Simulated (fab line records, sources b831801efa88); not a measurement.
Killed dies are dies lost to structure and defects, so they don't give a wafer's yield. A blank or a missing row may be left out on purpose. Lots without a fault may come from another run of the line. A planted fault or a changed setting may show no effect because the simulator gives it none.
Chamber matching | flow sky130 | SKY_LI_CONTACT_CMP_24 on cmp-01: 4 sister chambers
The step polishes, stops on PSG, t overpolish 20 s, target thk 0 nm. 14 wafers are shown with their chamber, then 7 later ones without.

WAFERS WITH THEIR CHAMBER
wafer  | chamber | motor_current_A (A) | time_to_endpoint_s (s) | overpolish_run_s (s)
L311.1 | 1       | 11.2                | 97                     | 20.010
L311.2 | 0       | 11.9                | 107                    | 20.002
L311.4 | 2       | 10.9                | 103                    | 20.001
L314.1 | 0       | 12.0                | 108                    | 20.004
L314.4 | 2       | 10.8                | 105                    | 19.995
L314.5 | 0       | 11.5                | 102                    | 19.997
L320.3 | 3       | 10.8                | 100                    | 19.998
L320.5 | 2       | 11.0                | 100                    | 19.996
L320.6 | 3       | 10.7                | 98                     | 20.001
L326.2 | 2       | 10.8                | 104                    | 20.005
L326.3 | 3       | 10.6                | 104                    | 20.007
L326.6 | 2       | 10.6                | 101                    | 19.993
L327.1 | 3       | 11.2                | 108                    | 20.002
L327.4 | 0       | 12.3                | 105                    | 19.991

SIGNATURES (means of the wafers above)
reading            | chamber 0 | chamber 1 | chamber 2 | chamber 3 | scatter within a chamber
motor_current_A    | 11.925    | 11.200    | 10.820    | 10.825    | 0.25
time_to_endpoint_s | 105.50    | 97.00     | 102.60    | 102.50    | 3.12
overpolish_run_s   | 19.99850  | 20.01000  | 19.99800  | 20.00200  | 0.00489
Rule: a wafer's distance from a chamber is the root of the sum, over the readings, of the square of ((its reading less the chamber's mean) divided by the reading's scatter). The wafer belongs to the nearest chamber; if the next one is less than 2 further off, it can't be placed. The scatter: the root of (the sum of the squares of (reading less its chamber's mean) over the shown wafers, divided by (wafers less chambers)).

WAFERS WITHOUT THEIR CHAMBER
wafer  | motor_current_A (A) | time_to_endpoint_s (s) | overpolish_run_s (s)
L327.6 | 11.7                | 101                    | 20.003
L328.2 | 10.6                | 103                    | 19.998
L328.4 | 10.8                | 90                     | 20.004
L328.5 | 10.9                | 102                    | 20.002
L332.1 | 10.4                | 101                    | 20.013
L332.4 | 11.2                | 87                     | 19.995
L332.6 | 11.1                | 100                    | 19.998

WHICH CHAMBER EACH WENT THROUGH
wafer  | from the rows above               | in truth
L327.6 | can't be placed: 0 or 1 or 3 or 2 | 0
L328.2 | can't be placed: 2 or 3           | 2
L328.4 | can't be placed: 1 or 3 or 2      | 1
L328.5 | can't be placed: 3 or 2           | 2
L332.1 | can't be placed: 3 or 1 or 2      | 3
L332.4 | can't be placed: 1 or 2 or 3      | 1
L332.6 | can't be placed: 2 or 3 or 1      | 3
Placed correctly: 0 of 7. Can't be placed from these rows: 7 (the true chamber is among the candidates in 7). Placed wrongly: 0.
